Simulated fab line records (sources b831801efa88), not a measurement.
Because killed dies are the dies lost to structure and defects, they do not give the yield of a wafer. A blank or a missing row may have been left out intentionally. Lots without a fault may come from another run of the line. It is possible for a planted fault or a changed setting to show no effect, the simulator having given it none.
Struck lot and sound lot, side by side | flow gf180mcu | 15 out of 602 route steps
Sound: wafers L366.2, L366.5, L366.6. Struck: wafer L378.4. (L378.3 of the same lot was not struck and is left out.) The cause comes at the end.
Per side, at each step with rows, come the tool, then ch with its chambers, and then its first start. Under that, the readings that differ: sound wafers | struck wafers | difference of the means | sigmas: that difference in standard deviations of wafers without a fault.
alike: words and numbers the same on both sides, and readings whose means are apart by under 2 such deviations; not compared: readings that were withheld, readings missing a value for some wafer, numbers with overlapping values and no deviation given by the record, and bounds like >300 which may hide the same value.
A row with sigmas, a row that says differs or no value, or rows on one side alone: a step with any of these is where the two part. Numbers that don't overlap but have no deviation are shown without sigmas and don't part them. A reading that every wafer of one side lacks parts them only if that side has two wafers or more.

GF_V3_CD_MEAS_14 targets a cd of 260 nm.
  sound: cd sem-02 at day 24 01:31; struck: cd sem-02 at day 28 01:31
  reading    | sound             | struck | difference | sigmas
  cd nm (nm) | 262.8 261.6 262.5 | 259.2  | -3.1       | -2
GF_V3_OVL_MEAS_15:
  sound: overlay-02 at day 24 01:37; struck: overlay-01 at day 28 01:37
  alike: V3_OVL
then, 1 step without rows for these wafers: GF_V3_ETCH_16 (etches BARC in N2/H2).
GF_V3_ETCH_17: etches SiO2 in C4F8/O2/Ar, stops on TiN, target depth 635 nm.
  sound: rie diel-02 ch 0,3; struck: rie diel-02 ch 1
  alike: oes product au, rf fwd power W
GF_V3_STRIP_18: strips in O2/N2.
  sound on plasma asher-01 ch 0,1, day 24 01:47; struck on plasma asher-04 ch 1, day 28 01:49
  reading               | sound             | struck | difference | sigmas
  oes product au (a.u.) | 0.605 0.592 0.596 | 0.585  | -0.013     | -2
  alike: drypump motor current A, heater power w, n2 flow sccm
  not compared: rf hours counter h
then, 2 steps without rows for these wafers: GF_V3_STRIP_19 (strips in post etch residue remover, time 1200 s); GF_V3_CLEAN_20 (cleans in DIW).
GF_V3_SPUTTER_21: material Ti, target thk 15 nm, time 80.02 s.
  sound: pvd sputter-04 at day 24 02:19; struck: pvd sputter-03 at day 28 02:21
  alike: substrate temp c, throttle valve pct
GF_V3_SPUTTER_22: material TiN, target thk 10 nm, time 40 s.
  sound: pvd sputter-04 at day 24 02:22; struck: pvd sputter-03 at day 28 02:25
  alike: throttle valve pct
then, 1 step without rows for these wafers: GF_V3_CVD_23 (deposits W, target thk 350 nm, time 104.9 s).
GF_V3_RS_MEAS_24: the measuring method here is four-point-probe.
  sound: film metro-01 at day 24 02:32; struck: film metro-01 at day 28 02:36
  alike: V3_W_RS
GF_V3_THK_MEAS_25: measures by xrf.
  sound: film metro-01 at day 24 02:39; struck: film metro-01 at day 28 02:42
  alike: V3_W_THK
GF_V3_CMP_26: polishes, stops on SiO2, t overpolish 15 s, target thk 0 nm.
  sound on cmp-01 ch 0,1, day 24 02:45; struck on cmp-02 ch 2, day 28 02:50
  reading                | sound                | struck | difference | sigmas
  overpolish run s (s)   | 15.003 14.994 15.024 | 0.035  | -14.972    | -99 or more
  time to endpoint s (s) | 79 80 82             | 131    | +51        | +9
  alike: edge zone pressure frac, motor current A
GF_M4_SPUTTER_00: material Ti, target thk 37.5 nm, time 150 s.
  the record has rows for the sound wafers here (pvd sputter-01, day 24 03:00) and none for the struck ones
-- the record jumps here: 6 days lie between the struck wafers' starts before and after (it left off in module M4 and takes up again in module PASSIVATION, whose first step shown is number 602 of the route) --
GF_PASSIVATION_PROBE_99:
  only the struck wafers here have rows in the record (prober-01, day 33 17:23); the sound ones have none

WHERE THEY PART
First at GF_V3_CD_MEAS_14; last, within this record, at GF_PASSIVATION_PROBE_99.

WHY: the cause the simulator had injected
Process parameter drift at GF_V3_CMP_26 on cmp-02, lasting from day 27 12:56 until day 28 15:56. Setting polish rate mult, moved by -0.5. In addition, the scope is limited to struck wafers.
